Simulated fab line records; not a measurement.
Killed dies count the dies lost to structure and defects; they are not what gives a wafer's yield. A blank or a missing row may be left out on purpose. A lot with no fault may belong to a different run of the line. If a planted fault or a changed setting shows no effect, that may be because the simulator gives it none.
What tool caused it? | flow gf180mcu | 12 lots (36 wafers sampled), 1 step of a 602-step route

WHAT THE GAUGES SHOWED, per wafer
GF_M2_OVL_MEAS_15. Usual: M2_OVL gives -2 nm (standard deviation 4.9).
lot  | measured     | on         | M2_OVL (nm) | flag
L516 | day 19 06:28 | overlay-02 | 7 -1 -5     |
L517 | day 19 13:49 | overlay-01 | -8 2 5      |
L520 | day 20 21:25 | overlay-02 | -6 5 -4     |
L522 | day 21 17:41 | overlay-02 | -1 4 0      |
L524 | day 22 12:43 | overlay-01 | -9 1 -1     |
L525 | day 23 01:10 | overlay-01 | -4 -5 -1    |
L526 | day 23 09:23 | overlay-01 | 3 -4 -8     |
L527 | day 23 10:31 | overlay-01 | -5 -8 0     |
L536 | day 26 08:46 | overlay-02 | -7 -4 -6    |
L537 | day 26 13:19 | overlay-01 | -9 -8 -2    |
L538 | day 26 17:40 | overlay-01 | -14 -13 -8  |
L539 | day 27 02:25 | overlay-02 | -10 -5 -1   |

EACH LOT AND THE TOOL THAT RAN IT (in order: tool; ch and the chambers of the sampled wafers; start)
There is no process step in the record ahead of these readings.

AS READ BY THE TOOLS THEMSELVES (means over the sampled wafers that have a number; for cases with no such wafer, the mark the record gives instead)
The record holds no such reading with a usual standard deviation.

THE ANSWER, worked out from the rows above alone
Rule: take the mean of a lot's wafers that have a number; if it is more than 3 standard deviations from the usual mean, the lot is off. Also off: a lot with no number at a reading for which 4 or more lots have one. All remaining lots with rows at the step are treated as sound. Order of review: gauges by route order, followed by the tools' own readings, for which a lot's mean as printed above is used. At the first step where some lot is off, the reading lying furthest off is the one used; lots without a number count as furthest.
No lot is off on any of the readings shown, so nothing can be concluded from this.

WHAT THE SIMULATOR HAD PUT IN
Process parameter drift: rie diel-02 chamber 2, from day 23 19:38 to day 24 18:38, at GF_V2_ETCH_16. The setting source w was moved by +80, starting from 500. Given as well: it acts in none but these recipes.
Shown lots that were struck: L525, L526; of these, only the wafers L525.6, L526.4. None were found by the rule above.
